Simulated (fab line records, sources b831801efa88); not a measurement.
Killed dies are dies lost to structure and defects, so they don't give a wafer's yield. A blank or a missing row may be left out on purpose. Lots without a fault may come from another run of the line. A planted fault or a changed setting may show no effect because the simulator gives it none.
A struck lot beside a sound one | flow sky130 | 17 steps out of a route of 708
Sound: wafers L900.3, L900.4, L900.5. Struck: wafers L908.1, L908.4, L908.5. The cause comes at the end.
At each step with rows: each side's tool, then ch and its chambers, then its first start. Under that, the readings that differ: sound wafers | struck wafers | difference of the means | sigmas: that difference in standard deviations of wafers without a fault.
alike: readings whose means differ by less than 2 such deviations, and words and numbers that are the same on both sides. not compared: withheld readings, readings that some wafer has no value for, bounds like >300 that may hide the same value, and numbers for which the record gives no deviation and whose values overlap.
The two part at a step that has a row with sigmas, a row that says differs or no value, or rows on one side only. Numbers that don't overlap but have no deviation are shown without sigmas and don't part them. A reading that every wafer of one side lacks parts them only if that side has two wafers or more.

first, 1 step without rows for these wafers: SKY_LDD_N_IMPLANT_15.
SKY_LDD_N_STRIP_16: strips in O2/N2.
  sound on plasma_asher-01 ch 0,1, day 18 18:59; struck on plasma_asher-01 ch 0, day 22 03:38
  reading                      | sound             | struck            | difference | sigmas
  strip_time_to_endpoint_s (s) | 4.313 4.301 4.319 | 4.345 4.339 4.347 | +0.033     | +2
  alike: drypump_motor_current_A, oes_product_au
  not compared: rf_hours_counter_h
SKY_LDD_N_TW_MEAS_17:
  sound on film_metro-01, day 18 19:04; struck on film_metro-01, day 22 03:44
  alike: LDD_N_TW
then, 7 steps without rows for these wafers: SKY_LDD_P_DEHYDRATE_00 (time 60 s); SKY_LDD_P_HMDS_01 (prime time 60 s); SKY_LDD_P_COAT_02 (resist thk 1140 nm); SKY_LDD_P_SOFTBAKE_03 (time 60 s); SKY_LDD_P_EXPOSE_04 (exposes mask PSDM, target cd 380 nm); SKY_LDD_P_PEB_05; SKY_LDD_P_DEVELOP_06 (develop time 60 s).
SKY_LDD_P_CD_MEAS_07: target cd 380 nm.
  sound on cd_sem-02, day 20 02:24; struck on cd_sem-01, day 23 10:23
  alike: cd_nm
SKY_LDD_P_OVL_MEAS_08:
  sound on overlay-02, day 20 02:30; struck on overlay-02, day 23 10:31
  alike: LDD_P_OVL
SKY_LDD_P_IMPLANT_09:
  sound on implanter-03 ch 0, day 20 02:34; struck on implanter-03 ch 0, day 23 10:52
  alike: end_station_pressure_torr
SKY_LDD_P_STRIP_10: strips in O2/N2.
  sound on plasma_asher-03 ch 0,1, day 20 02:42; struck on plasma_asher-01 ch 1, day 23 11:01
  reading                     | sound       | struck      | difference | sigmas
  drypump_motor_current_A (A) | 5.3 5.3 5.2 | 6.7 6.7 6.7 | +1.4       | +3
  alike: oes_product_au, strip_time_to_endpoint_s
  not compared: rf_hours_counter_h
SKY_LDD_P_TW_MEAS_11:
  sound on film_metro-01, day 20 02:47; struck on film_metro-03, day 23 11:07
  reading  | sound       | struck      | difference | sigmas
  LDD_P_TW | 653 650 653 | 789 793 786 | +137       | +18
then, 1 step without rows for these wafers: SKY_LDD_HVN_DEHYDRATE_00 (time 60 s).
-- the record jumps here: 25 days lie between the struck wafers' starts before and after (it left off in module LDD_HVN and takes up again in module PAD_OPEN, whose first step shown is number 708 of the route) --
SKY_PAD_OPEN_PROBE_99:
  sound on prober-01, day 46 12:32; struck on prober-01, day 48 16:56
  reading                                 | sound             | struck            | difference | sigmas
  model.etest.tip_p.rs_ohm_sq             | 6699 6721 6705    | 3932 3933 3937    | -2774      |
  model.etest.pfet_01v8.r_on_ohm_um       | 2802 2842 2880    | 2637 2747 2643    | -166       |
  model.etest.pfet_01v8.drive_ua_um       | 200.1 197.6 197.9 | 216.6 207.4 219.2 | +15.9      |
  model.etest.sram_pfet_latch.drive_ua_um | 147.8 142.9 149.8 | 160.4 157.6 160.3 | +12.6      |
  model.etest.pfet_01v8_hvt.drive_ua_um   | 148.5 147.5 148.2 | 162.1 154.1 164.6 | +12.2      |
  model.etest.pfet_01v8_lvt.drive_ua_um   | 173.8 171.6 170.6 | 186.5 183.1 187.2 | +13.6      |
  alike: killed_at_M0_to_M3, killed_at_M4_up, killed_at_contacts, killed_at_front_end, killed_at_other, killed_dies, killed_open, killed_short
  not compared: model.etest.tip_p.rs_ohm_sq_range, model.etest.pfet_01v8_mvt.drive_ua_um

WHERE THEY PART
First at SKY_LDD_N_STRIP_16; last, within this record, at SKY_LDD_P_TW_MEAS_11. Later steps at which nothing parts them and some readings are alike: SKY_PAD_OPEN_PROBE_99.

WHY: what the simulator had put in
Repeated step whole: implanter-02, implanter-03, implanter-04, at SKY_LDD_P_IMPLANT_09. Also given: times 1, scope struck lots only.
